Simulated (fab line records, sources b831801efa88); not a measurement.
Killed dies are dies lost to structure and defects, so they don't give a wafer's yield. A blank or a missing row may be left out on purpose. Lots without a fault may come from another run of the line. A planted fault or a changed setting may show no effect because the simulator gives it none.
Which tool did it? | flow gf180mcu | 24 lots, 72 wafers sampled, at 5 steps of a route of 602

WHAT THE GAUGES READ, wafer by wafer
GF_V3_THK_MEAS_25: measures by xrf. Usual: V3_W_THK 348 nm, standard deviation 6.6.
lot  | measured     | on            | V3_W_THK (nm) | flag
L074 | day 22 10:29 | film_metro-02 | 332 341 331   |
L075 | day 22 15:47 | film_metro-02 | 354 342 352   |
L076 | day 23 00:38 | film_metro-03 | 353 355 345   |
L077 | day 23 06:19 | film_metro-02 | 340 344 338   |
L078 | day 23 22:23 | film_metro-01 | 344 341 344   |
L079 | day 24 09:14 | film_metro-02 | 346 345 347   |
L080 | day 24 17:27 | film_metro-03 | 348 357 358   |
L081 | day 25 01:02 | film_metro-01 | 336 338 341   |
L082 | day 25 20:12 | film_metro-03 | 345 358 341   |
L083 | day 26 01:25 | film_metro-01 | 353 351 339   |
L084 | day 26 02:04 | film_metro-03 | 344 345 343   |
L085 | day 26 18:01 | film_metro-01 | 336 340 343   |
L086 | day 26 18:55 | film_metro-03 | 343 342 352   |
L087 | day 27 06:00 | film_metro-02 | 346 347 347   |
L088 | day 27 12:43 | film_metro-02 | 345 345 348   |
L089 | day 27 14:32 | film_metro-02 | 360 354 360   |
L090 | day 28 00:10 | film_metro-02 | 350 359 361   |
L091 | day 28 07:07 | film_metro-03 | 354 351 352   |
L092 | day 28 15:20 | film_metro-02 | 347 345 344   |
L093 | day 28 22:52 | film_metro-03 | 356 351 356   |
L094 | day 28 21:48 | film_metro-01 | 363 353 364   |
L095 | day 29 06:17 | film_metro-03 | 352 353 349   |
L096 | day 29 08:09 | film_metro-01 | 354 357 349   |
L097 | day 29 16:15 | film_metro-01 | 345 349 352   |

WHICH TOOL RAN EACH LOT (tool, then ch and the chambers of the sampled wafers, then the start)
lot  | GF_STI_CMP_25                | GF_SAB_STRIP_13                      | GF_M1_SPUTTER_00             | GF_M2_SPUTTER_02
L074 | cmp-02 ch 2,3, day 2 03:23   | plasma_asher-03 ch 0,1, day 14 23:37 | pvd_sputter-02, day 15 23:53 | pvd_sputter-01, day 17 23:44
L075 | cmp-02 ch 0,1,3, day 2 10:14 | plasma_asher-01 ch 0,1, day 15 10:03 | pvd_sputter-03, day 16 10:46 | pvd_sputter-02, day 18 11:41
L076 | cmp-01 ch 0,1,3, day 2 13:52 | plasma_asher-04 ch 0,1, day 15 16:43 | pvd_sputter-02, day 16 17:32 | pvd_sputter-02, day 18 18:35
L077 | cmp-01 ch 0,1,3, day 2 18:53 | plasma_asher-03 ch 0,1, day 15 23:08 | pvd_sputter-02, day 17 00:08 | pvd_sputter-02, day 19 02:16
L078 | cmp-01 ch 0,1,3, day 3 01:21 | plasma_asher-01 ch 0,1, day 16 14:04 | pvd_sputter-04, day 17 15:16 | pvd_sputter-01, day 19 18:23
L079 | cmp-02 ch 0,1,2, day 3 05:19 | plasma_asher-03 ch 0,1, day 17 02:38 | pvd_sputter-02, day 18 04:14 | pvd_sputter-02, day 20 07:17
L080 | cmp-01 ch 1,2, day 3 10:31   | plasma_asher-01 ch 0,1, day 17 09:07 | pvd_sputter-03, day 18 10:47 | pvd_sputter-03, day 20 13:26
L081 | cmp-01 ch 0,1,3, day 3 15:32 | plasma_asher-03 ch 0,1, day 17 18:24 | pvd_sputter-04, day 18 20:32 | pvd_sputter-03, day 20 23:55
L082 | cmp-02 ch 0,2, day 4 00:23   | plasma_asher-03 ch 0, day 18 15:36   | pvd_sputter-02, day 19 17:38 | pvd_sputter-03, day 21 20:50
L083 | cmp-01 ch 1,2,3, day 4 04:18 | plasma_asher-03 ch 0,1, day 18 22:00 | pvd_sputter-04, day 20 00:46 | pvd_sputter-03, day 22 03:08
L084 | cmp-01 ch 0,2, day 4 11:09   | plasma_asher-03 ch 0, day 18 23:00   | pvd_sputter-02, day 20 01:14 | pvd_sputter-02, day 22 04:05
L085 | cmp-02 ch 2,3, day 4 14:56   | plasma_asher-01 ch 0,1, day 19 15:31 | pvd_sputter-02, day 20 18:04 | pvd_sputter-03, day 22 21:00
L086 | cmp-01 ch 0,2,3, day 4 20:26 | plasma_asher-01 ch 0,1, day 19 14:43 | pvd_sputter-02, day 20 17:17 | pvd_sputter-03, day 22 19:40
L087 | cmp-02 ch 0,1,3, day 5 00:13 | plasma_asher-01 ch 0,1, day 20 06:39 | pvd_sputter-03, day 21 09:05 | pvd_sputter-03, day 23 11:47
L088 | cmp-01 ch 0,1,2, day 5 07:44 | plasma_asher-01 ch 0,1, day 20 15:59 | pvd_sputter-02, day 21 18:21 | pvd_sputter-02, day 23 19:29
L089 | cmp-01 ch 0,2,3, day 5 09:59 | plasma_asher-03 ch 0,1, day 20 16:44 | pvd_sputter-03, day 21 19:24 | pvd_sputter-01, day 23 20:13
L090 | cmp-01 ch 1,2,3, day 5 15:34 | plasma_asher-03 ch 0,1, day 21 03:08 | pvd_sputter-03, day 22 05:43 | pvd_sputter-03, day 24 07:07
L091 | cmp-02 ch 0,2,3, day 5 19:11 | plasma_asher-03 ch 0,1, day 21 12:22 | pvd_sputter-02, day 22 15:00 | pvd_sputter-01, day 24 16:50
L092 | cmp-02 ch 1,2, day 6 02:37   | plasma_asher-01 ch 1, day 21 22:08   | pvd_sputter-03, day 22 23:59 | pvd_sputter-03, day 24 23:20
L093 | cmp-01 ch 0,1,2, day 6 07:44 | plasma_asher-04 ch 0,1, day 22 09:17 | pvd_sputter-03, day 23 10:54 | pvd_sputter-01, day 25 09:56
L094 | cmp-02 ch 1,2,3, day 6 11:09 | plasma_asher-03 ch 0,1, day 22 07:08 | pvd_sputter-04, day 23 08:37 | pvd_sputter-03, day 25 08:44
L095 | cmp-01 ch 2,3, day 6 16:16   | plasma_asher-03 ch 0,1, day 22 15:28 | pvd_sputter-02, day 23 16:43 | pvd_sputter-03, day 25 17:12
L096 | cmp-02 ch 2,3, day 6 21:43   | plasma_asher-04 ch 1, day 22 19:34   | pvd_sputter-04, day 23 21:30 | pvd_sputter-02, day 25 19:44
L097 | cmp-01 ch 0,1, day 7 03:40   | plasma_asher-01 ch 0,1, day 23 04:26 | pvd_sputter-02, day 24 05:44 | pvd_sputter-02, day 26 03:40
- GF_STI_CMP_25: polishes, stops on Si3N4, t overpolish 33 s, target thk 524.6 nm.
- GF_SAB_STRIP_13: strips in O2/N2.
- GF_M1_SPUTTER_00: material Ti, target thk 37.5 nm, time 150 s.
- GF_M2_SPUTTER_02: material AlCu, target thk 450 nm, time 23.9 s.

WHAT THE TOOLS THEMSELVES READ (means of the sampled wafers that have a number; where no wafer has one, the mark that the record gives instead)
GF_STI_CMP_25. Usual: motor_current_A 12.3 A, standard deviation 0.98; overpolish_run_s 32.999 s, standard deviation 0.0088; time_to_endpoint_s 128 s, standard deviation 5.3.
lot  | tool   | motor_current_A (A) | overpolish_run_s (s) | time_to_endpoint_s (s) | flag
L074 | cmp-02 | 11.5                | 32.999               | 133                    |
L075 | cmp-02 | 12.3                | 33.011               | 130                    |
L076 | cmp-01 | 12.6                | 33.005               | 125                    |
L077 | cmp-01 | 12.7                | 32.996               | 130                    |
L078 | cmp-01 | 12.7                | 32.991               | 127                    |
L079 | cmp-02 | 12.2                | 33.001               | 131                    |
L080 | cmp-01 | 12.5                | 32.999               | 126                    |
L081 | cmp-01 | 12.4                | 32.990               | 127                    |
L082 | cmp-02 | 11.3                | 33.006               | 121                    |
L083 | cmp-01 | 12.3                | 32.999               | 133                    |
L084 | cmp-01 | 12.3                | 32.995               | 134                    |
L085 | cmp-02 | 11.7                | 32.992               | 123                    |
L086 | cmp-01 | 12.5                | 32.997               | 130                    |
L087 | cmp-02 | 12.3                | 32.994               | 118                    |
L088 | cmp-01 | 12.0                | 32.987               | 129                    |
L089 | cmp-01 | 12.8                | 32.995               | 131                    |
L090 | cmp-01 | 12.4                | 32.997               | 122                    |
L091 | cmp-02 | 11.4                | 33.008               | 126                    |
L092 | cmp-02 | 13.2                | 33.005               | 129                    |
L093 | cmp-01 | 11.6                | 32.996               | 131                    |
L094 | cmp-02 | 12.6                | 33.003               | 121                    |
L095 | cmp-01 | 12.7                | 32.997               | 130                    |
L096 | cmp-02 | 11.4                | 33.003               | 130                    |
L097 | cmp-01 | 12.3                | 33.005               | 130                    |

GF_SAB_STRIP_13. Usual: drypump_motor_current_A 5.3 A, standard deviation 0.53; heater_power_w 349 W, standard deviation 28; oes_product_au 0.709 a.u., standard deviation 0.0046; strip_time_to_endpoint_s 12.62 s, standard deviation 0.041.
lot  | tool            | drypump_motor_current_A (A) | heater_power_w (W) | oes_product_au (a.u.) | strip_time_to_endpoint_s (s) | flag
L074 | plasma_asher-03 | 5.1                         | 368                | 0.712                 | 12.58                        |
L075 | plasma_asher-01 | 5.7                         | 349                | 0.708                 | 12.61                        |
L076 | plasma_asher-04 | 5.5                         | 297                | 0.711                 | 12.64                        |
L077 | plasma_asher-03 | 5.1                         | 367                | 0.708                 | 12.57                        |
L078 | plasma_asher-01 | 5.7                         | 346                | 0.703                 | 12.61                        |
L079 | plasma_asher-03 | 5.0                         | 352                | 0.705                 | 12.61                        |
L080 | plasma_asher-01 | 5.3                         | 338                | 0.708                 | 12.59                        |
L081 | plasma_asher-03 | 5.0                         | 353                | 0.714                 | 12.63                        |
L082 | plasma_asher-03 | 5.0                         | 335                | 0.708                 | 12.67                        |
L083 | plasma_asher-03 | 5.0                         | 350                | 0.707                 | 12.55                        |
L084 | plasma_asher-03 | 5.0                         | 333                | 0.708                 | 12.58                        |
L085 | plasma_asher-01 | 5.3                         | 339                | 0.711                 | 12.67                        |
L086 | plasma_asher-01 | 5.3                         | 344                | 0.708                 | 12.66                        |
L087 | plasma_asher-01 | 5.3                         | 343                | 0.709                 | 12.62                        |
L088 | plasma_asher-01 | 5.7                         | 355                | 0.710                 | 12.69                        |
L089 | plasma_asher-03 | 5.0                         | 353                | 0.709                 | 12.63                        |
L090 | plasma_asher-03 | 5.1                         | 373                | 0.713                 | 12.63                        |
L091 | plasma_asher-03 | 5.1                         | 370                | 0.707                 | 12.66                        |
L092 | plasma_asher-01 | 6.1                         | 351                | 0.709                 | 12.62                        |
L093 | plasma_asher-04 | 5.5                         | 298                | 0.706                 | 12.59                        |
L094 | plasma_asher-03 | 5.0                         | 350                | 0.712                 | 12.62                        |
L095 | plasma_asher-03 | 5.0                         | 359                | 0.706                 | 12.63                        |
L096 | plasma_asher-04 | 6.5                         | 335                | 0.715                 | 12.65                        |
L097 | plasma_asher-01 | 5.7                         | 347                | 0.709                 | 12.68                        |

GF_M1_SPUTTER_00. Usual: chamber_pressure_pa 2.000 Pa, standard deviation 0.0035; throttle_valve_pct 29.9 %, standard deviation 0.99.
lot  | tool           | chamber_pressure_pa (Pa) | throttle_valve_pct (%) | flag
L074 | pvd_sputter-02 | 2.000                    | 30.5                   |
L075 | pvd_sputter-03 | 2.004                    | 29.7                   |
L076 | pvd_sputter-02 | 1.996                    | 30.3                   |
L077 | pvd_sputter-02 | 2.004                    | 30.5                   |
L078 | pvd_sputter-04 | 1.998                    | 30.2                   |
L079 | pvd_sputter-02 | 2.002                    | 30.8                   |
L080 | pvd_sputter-03 | 2.001                    | 29.3                   |
L081 | pvd_sputter-04 | 2.000                    | 30.3                   |
L082 | pvd_sputter-02 | 1.999                    | 30.4                   |
L083 | pvd_sputter-04 | 1.997                    | 29.3                   |
L084 | pvd_sputter-02 | 1.999                    | 29.8                   |
L085 | pvd_sputter-02 | 1.998                    | 31.0                   |
L086 | pvd_sputter-02 | 2.001                    | 30.6                   |
L087 | pvd_sputter-03 | 2.010                    | 28.6                   |
L088 | pvd_sputter-02 | 1.999                    | 30.1                   |
L089 | pvd_sputter-03 | 1.999                    | 29.3                   |
L090 | pvd_sputter-03 | 1.999                    | 29.1                   |
L091 | pvd_sputter-02 | 1.998                    | 30.0                   |
L092 | pvd_sputter-03 | 1.997                    | 29.8                   |
L093 | pvd_sputter-03 | 2.000                    | 29.8                   |
L094 | pvd_sputter-04 | 2.001                    | 29.2                   |
L095 | pvd_sputter-02 | 2.002                    | 29.9                   |
L096 | pvd_sputter-04 | 2.003                    | 30.1                   |
L097 | pvd_sputter-02 | 2.003                    | 30.5                   |

GF_M2_SPUTTER_02. Usual: chamber_pressure_pa 0.4000 Pa, standard deviation 0.00094; throttle_valve_pct 29.8 %, standard deviation 1.1.
lot  | tool           | chamber_pressure_pa (Pa) | throttle_valve_pct (%) | flag
L074 | pvd_sputter-01 | 0.4001                   | 29.4                   |
L075 | pvd_sputter-02 | 0.4005                   | 30.1                   |
L076 | pvd_sputter-02 | 0.4002                   | 29.9                   |
L077 | pvd_sputter-02 | 0.4000                   | 30.3                   |
L078 | pvd_sputter-01 | 0.3990                   | 29.6                   |
L079 | pvd_sputter-02 | 0.4007                   | 29.4                   |
L080 | pvd_sputter-03 | 0.4001                   | 29.8                   |
L081 | pvd_sputter-03 | 0.4005                   | 29.9                   |
L082 | pvd_sputter-03 | 0.3997                   | 29.9                   |
L083 | pvd_sputter-03 | 0.4003                   | 29.1                   |
L084 | pvd_sputter-02 | 0.4001                   | 31.0                   |
L085 | pvd_sputter-03 | 0.3993                   | 29.4                   |
L086 | pvd_sputter-03 | 0.3991                   | 31.0                   |
L087 | pvd_sputter-03 | 0.4005                   | 29.9                   |
L088 | pvd_sputter-02 | 0.4006                   | 30.4                   |
L089 | pvd_sputter-01 | 0.3998                   | 29.6                   |
L090 | pvd_sputter-03 | 0.3998                   | 29.2                   |
L091 | pvd_sputter-01 | 0.3991                   | 29.6                   |
L092 | pvd_sputter-03 | 0.4007                   | 30.2                   |
L093 | pvd_sputter-01 | 0.3998                   | 29.5                   |
L094 | pvd_sputter-03 | 0.3992                   | 29.7                   |
L095 | pvd_sputter-03 | 0.3998                   | 28.6                   |
L096 | pvd_sputter-02 | 0.4019                   | 30.3                   |
L097 | pvd_sputter-02 | 0.4000                   | 30.1                   |

THE ANSWER, worked out from the rows above alone
Rule: a lot is off if the mean of its wafers that have a number lies more than 3 standard deviations from the usual mean. A lot without any number at a reading at which 4 lots or more have one is off too. The other lots that the step has rows for count as sound. The gauges are gone through in route order, then the tools' own readings, and for those a lot's mean is taken as printed above. The first step at which some lot is off is used, and at that step the reading that is off furthest; a lot without a number counts as furthest.
No lot is off at any reading shown: from this, nothing can be told.

WHAT THE SIMULATOR HAD PUT IN
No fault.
